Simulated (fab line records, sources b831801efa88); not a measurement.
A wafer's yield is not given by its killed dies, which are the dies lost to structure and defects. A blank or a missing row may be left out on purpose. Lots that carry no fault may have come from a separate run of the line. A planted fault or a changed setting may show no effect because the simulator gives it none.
Which tool was responsible? | flow gf180mcu | 39 wafers from 13 lots sampled at 2 of the route's 602 steps

## WHAT THE GAUGES READ, wafer by wafer
GF_CONTACT_CD_MEAS_14: the cd target is 220 nm. Usual: 219.1 nm for cd_nm, sd 1.5.
lot  | measured     | on        | cd_nm (nm)        | flag
L740 | day 16 11:17 | cd_sem-01 | 218.7 220.4 220.7 |
L741 | day 16 20:09 | cd_sem-02 | 219.1 218.2 218.5 |
L742 | day 16 23:02 | cd_sem-02 | 219.6 219.1 220.1 |
L745 | day 17 23:59 | cd_sem-01 | 218.7 218.0 218.0 |
L747 | day 18 23:34 | cd_sem-01 | 219.7 219.0 220.4 |
L750 | day 20 05:35 | cd_sem-02 | 218.6 217.9 217.7 |
L753 | day 21 10:57 | cd_sem-02 | 217.9 219.4 219.6 |
L756 | day 22 07:46 | cd_sem-01 | 220.7 219.9 220.0 |
L757 | day 22 14:42 | cd_sem-01 | 219.7 218.8 218.8 |
L758 | day 22 23:04 | cd_sem-01 | 217.8 217.7 218.2 |
L759 | day 23 03:28 | cd_sem-02 | 219.3 220.3 219.6 |
L761 | day 24 00:26 | cd_sem-02 | 219.3 218.4 218.2 |
L762 | day 24 06:35 | cd_sem-02 | 218.1 219.1 220.2 |

## EACH LOT AND THE TOOL THAT RAN IT (in order: tool; ch and the chambers of the sampled wafers; start)
lot  | GF_VT_IMPLANT_STRIP_31
L740 | plasma_asher-04 ch 0,1, day 7 02:53
L741 | plasma_asher-03 ch 0,1, day 7 07:53
L742 | plasma_asher-04 ch 0,1, day 7 14:11
L745 | plasma_asher-04 ch 0,1, day 8 07:17
L747 | plasma_asher-04 ch 0,1, day 8 23:47
L750 | plasma_asher-03 ch 0,1, day 9 18:53
L753 | plasma_asher-03 ch 0,1, day 10 14:49
L756 | plasma_asher-02 ch 0, day 11 09:41
L757 | plasma_asher-04 ch 0,1, day 11 18:01
L758 | plasma_asher-04 ch 0,1, day 12 05:36
L759 | plasma_asher-03 ch 0,1, day 12 05:38
L761 | plasma_asher-04 ch 0,1, day 12 21:37
L762 | plasma_asher-04 ch 0,1, day 13 04:32
- GF_VT_IMPLANT_STRIP_31: strips in O2/N2.

## WHAT THE TOOLS THEMSELVES READ (means of the sampled wafers that have a number; where no wafer has one, the mark that the record gives instead)
GF_VT_IMPLANT_STRIP_31. Usual: drypump_motor_current_A 5.92 A, standard deviation 0.23; heater_power_w 352 W, standard deviation 26; n2_flow_sccm 300.0 sccm, standard deviation 0.93; oes_product_au 0.716 a.u., standard deviation 0.004; platen_temp_c 249.98 C, standard deviation 0.18; strip_time_to_endpoint_s 12.63 s, standard deviation 0.05.
lot  | tool            | drypump_motor_current_A (A) | heater_power_w (W) | n2_flow_sccm (sccm) | oes_product_au (a.u.) | platen_temp_c (C) | strip_time_to_endpoint_s (s) | flag
L740 | plasma_asher-04 | 6.04                        | 365                | 300.2               | 0.721                 | 249.91            | 12.64                        |
L741 | plasma_asher-03 | 5.73                        | 321                | 299.2               | 0.714                 | 249.99            | 12.63                        |
L742 | plasma_asher-04 | 6.05                        | 358                | 299.7               | 0.716                 | 250.23            | 12.70                        |
L745 | plasma_asher-04 | 6.05                        | 338                | 300.1               | 0.670                 | 243.87            | 14.20                        | OFF
L747 | plasma_asher-04 | 5.93                        | 353                | 299.8               | 0.662                 | 243.83            | 14.19                        | OFF
L750 | plasma_asher-03 | 5.58                        | 322                | 299.1               | 0.713                 | 250.05            | 12.63                        |
L753 | plasma_asher-03 | 5.59                        | 323                | 299.8               | 0.719                 | 250.07            | 12.64                        |
L756 | plasma_asher-02 | 6.19                        | 381                | 300.8               | 0.713                 | 250.22            | 12.62                        |
L757 | plasma_asher-04 | 6.05                        | 360                | 300.4               | 0.714                 | 250.05            | 12.59                        |
L758 | plasma_asher-04 | 5.93                        | 368                | 299.4               | 0.718                 | 249.93            | 12.61                        |
L759 | plasma_asher-03 | 5.72                        | 325                | 301.5               | 0.715                 | 250.15            | 12.67                        |
L761 | plasma_asher-04 | 5.95                        | 375                | 300.1               | 0.715                 | 249.88            | 12.64                        |
L762 | plasma_asher-04 | 6.07                        | 363                | 300.1               | 0.712                 | 250.00            | 12.67                        |

## THE ANSWER, worked out from the rows above alone
Rule: a lot is off if the mean of its wafers that have a number lies more than 3 standard deviations from the usual mean. Also off: a lot with no number at a reading for which 4 or more lots have one. The other lots that the step has rows for count as sound. First the gauges in route order, then the tools' own readings, where a lot's mean is used as printed above. The first step at which some lot is off is used, and at that step the reading that is off furthest; a lot without a number counts as furthest.
Off: L745, L747, at GF_VT_IMPLANT_STRIP_31 (platen_temp_c).
If a tool, at that step or one of the process steps before it, ran each lot that is off and ran no sound lot following the first of them, it fits. No candidate that was tried fits.

## WHAT HAD BEEN PUT IN BY THE SIMULATOR
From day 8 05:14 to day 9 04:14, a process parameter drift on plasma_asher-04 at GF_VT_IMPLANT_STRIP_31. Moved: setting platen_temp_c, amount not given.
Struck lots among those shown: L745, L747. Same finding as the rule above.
